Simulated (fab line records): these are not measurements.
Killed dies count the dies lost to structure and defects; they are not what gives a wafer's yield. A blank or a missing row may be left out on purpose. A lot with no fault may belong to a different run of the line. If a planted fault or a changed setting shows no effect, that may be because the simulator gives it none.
Problem report, 8D (eight disciplines) form, completed by code	flow gf180mcu	the parts of the form that need people (team, actions taken, sign-off) are left out

## 1. WHAT WENT WRONG
Wafers without a fault read 279.7 nm, standard deviation 1.1; cd-nm at GF_M2_CD_MEAS_14 reads a mean of 248.1 nm on 6 wafers belonging to 2 lots. That puts it -29 standard deviations away from the usual mean.
The step: target cd 280 nm.
First seen on wafer L725.2, day 24 05:19, on cd-sem-02. Wafers with a number at this step in the record: 42, from 14 lots. Rule for "out" (also "out of limits"): further than 4 standard deviations from the usual mean. The other wafers with a number count as sound.

## 2. WHAT IT IS AND WHAT IT IS NOT
question	is	is not
which readings at this step	cd-nm	-
which lots	L725, L727	L712, L714, L715, L716, L717, L718, L719, L720, L721, L722, L733, L734
which wafers of those lots	all that have a number	-
read on which gauges	cd-sem-01, cd-sem-02	-
when	from day 24 05:19	up to then (30 sound wafers); but 6 sound wafers of L733, L734 came after

## 3. SUSPECTS, AND WHAT RULES EACH OUT
Counting: a tool at a process step up to the reading stays a suspect if it ran every lot that is out and no sound lot after the first of them.
- the gauge at GF_M2_CD_MEAS_14: ruled out. 2 gauges (cd-sem-01, cd-sem-02) read the wafers that are out.
- rie-diel-01 at GF_V1_ETCH_16 (etches BARC in N2/H2): kept. All lots that are out passed through it, beginning with L725 at day 23 05:46, and no sound lot followed; its final sound lot before that point was L722 at day 22 05:38.
- litho-track-01 at GF_M2_SOFTBAKE_10 (time 60 s): kept. All lots that are out passed through it, beginning with L725 at day 23 18:02, and no sound lot followed; its final sound lot before that point was L722 at day 22 19:05. Its own readings are out on those wafers: heater-power-total-W, plate-temp-C.
After counting, rie-diel-01 at GF_V1_ETCH_16 and litho-track-01 at GF_M2_SOFTBAKE_10 remain.

## 4. THE CAUSE (what the simulator had put in)
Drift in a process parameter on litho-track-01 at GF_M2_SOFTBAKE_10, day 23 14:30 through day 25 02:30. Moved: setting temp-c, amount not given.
2 suspects survive the count, and this tool is in that group.

## 5. THE CHAIN OF EFFECTS, in route order
One row per reading whose mean, taken over the struck wafers that have a number, lies over 3 standard deviations from the usual. Scope: only readings with a usual standard deviation given in the record; hours: median across lots of the time from each lot's start at the first step in this table that gives one to its start at this step; sigmas: change in usual standard deviations.
hours	step	reading	usual	on struck wafers	change	sigmas
0	GF_M2_SOFTBAKE_10	heater-power-total-W	93.05 W	101.72	+8.67	+99 or more
0	GF_M2_SOFTBAKE_10	plate-temp-C	129.99 C	139.31	+9.32	+72
11	GF_M2_CD_MEAS_14	cd-nm	279.7 nm	248.1	-31.6	-29
12	GF_M2_STRIP_17	strip-time-to-endpoint-s	7.85 s	7.71	-0.13	-3.3
The process steps in it:
- GF_M2_SOFTBAKE_10: time 60 s.
- GF_M2_STRIP_17: strips in O2/N2.

## 6. WHAT WOULD HAVE CAUGHT IT SOONER
In this record the first reading out of limits at a measuring or inspecting step was taken at day 24 05:19, 15 hours after the fault began at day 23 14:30.
The tool's own readings at GF_M2_SOFTBAKE_10 were out on every struck wafer that the step has a row for (heater-power-total-W, plate-temp-C): an alarm limit on them would have fired on the first of those.
Of the lots that are out (2), L727 began GF_M2_SOFTBAKE_10 on litho-track-01 after day 24 05:19. Putting the tool on hold at that point would have spared it.
